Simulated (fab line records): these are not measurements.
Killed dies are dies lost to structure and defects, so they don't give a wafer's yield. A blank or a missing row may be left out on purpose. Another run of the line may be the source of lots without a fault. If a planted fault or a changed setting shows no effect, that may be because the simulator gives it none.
Problem report in the 8D (eight disciplines) form, filled by code ; flow gf180mcu ; the parts of the form that need people (team, actions taken, sign-off) are left out

== 1. WHAT IS WRONG ==
Mean V4_W_RS at GF_V4_RS_MEAS_24: 0.268 ohm/sq over 9 wafers in 3 lots; fault-free wafers: 0.330 ohm/sq, standard deviation 0.0042. Relative to the usual mean, that is a shift of -15 standard deviations.
The step: measures by four-point-probe.
First observed at day 29 04:55: wafer L147.1, on film_metro-03. Wafers with a number at this step in the record: 33, from 11 lots. Rule for "out" (also "out of limits"): further than 4 standard deviations from the usual mean. Any other wafer with a number is counted as sound.

== 2. WHAT IT IS, WHAT IT ISN'T ==
question;is;is not
which readings at this step;V4_W_RS;-
which lots;L147, L148, L151;L132, L133, L136, L137, L139, L141, L142, L153
which wafers of those lots;all that have a number;-
read on which gauges;film_metro-02, film_metro-03, film_metro-04;-
when;from day 29 04:55;"up to then (21 sound wafers); but 3 sound wafers of L153 came after"

== 3. THE SUSPECTS, EACH WITH WHAT RULES IT OUT ==
Counting: a tool at a process step up to the reading stays a suspect if it ran every lot that is out and no sound lot after the first of them.
- the gauge at GF_V4_RS_MEAS_24 has been ruled out. Those wafers that are out were read across 3 gauges (film_metro-02, film_metro-03, film_metro-04).
- cvd_w-02 at GF_V4_CVD_23 (deposits W, target thk 350 nm, time 104.9 s): kept. It processed each lot that is out, first L147 at day 29 04:49, and no sound lot thereafter; up to then, the last sound lot it processed was L142 at day 28 00:19. Its own chamber_pressure_Torr readings are out on those wafers.
Left after counting: cvd_w-02 at GF_V4_CVD_23.

== 4. THE CAUSE (what the simulator had put in) ==
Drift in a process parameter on cvd_w-02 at GF_V4_CVD_23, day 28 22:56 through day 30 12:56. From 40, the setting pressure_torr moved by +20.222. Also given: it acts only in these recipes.
After counting, this tool was the only one left.

== 5. THE EFFECT CHAIN, in route order ==
Rows list readings where the struck wafers' mean (over those with a number) sits beyond 3 standard deviations from the usual. Only readings whose record carries a usual standard deviation are examined. hours: median over the lots of the time between each lot's start at the first step of this table that gives one and its start at this step. sigmas: the change, counted in usual standard deviations.
hours;step;reading;usual;on struck wafers;change;sigmas
0;GF_V4_CVD_23;chamber_pressure_Torr;40.01 Torr;60.24;+20.23;+99 or more
0;GF_V4_RS_MEAS_24;V4_W_RS;0.330 ohm/sq;0.268;-0.062;-15
0;GF_V4_THK_MEAS_25;V4_W_THK;345 nm;422;+77;+15
0;GF_V4_CMP_26;time_to_endpoint_s;86 s;101;+15;+3.9
It contains these process steps:
- GF_V4_CVD_23: deposits W, target thk 350 nm, time 104.9 s.
- GF_V4_CMP_26: polishes, stops on SiO2, t overpolish 15 s, target thk 0 nm.

== 6. WHAT WOULD HAVE CAUGHT IT SOONER ==
In this record the first reading out of limits at a measuring or inspecting step was taken at day 29 04:55, 6 hours after the fault began at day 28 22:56.
At GF_V4_CVD_23, the tool's own readings (chamber_pressure_Torr) were out on each struck wafer the step has a row for, so an alarm limit on them would have fired on the first such wafer.
Among the 3 lots that are out, L148, L151 began GF_V4_CVD_23 on cvd_w-02 after day 29 04:55. A hold on the tool at that time would have spared those 2.
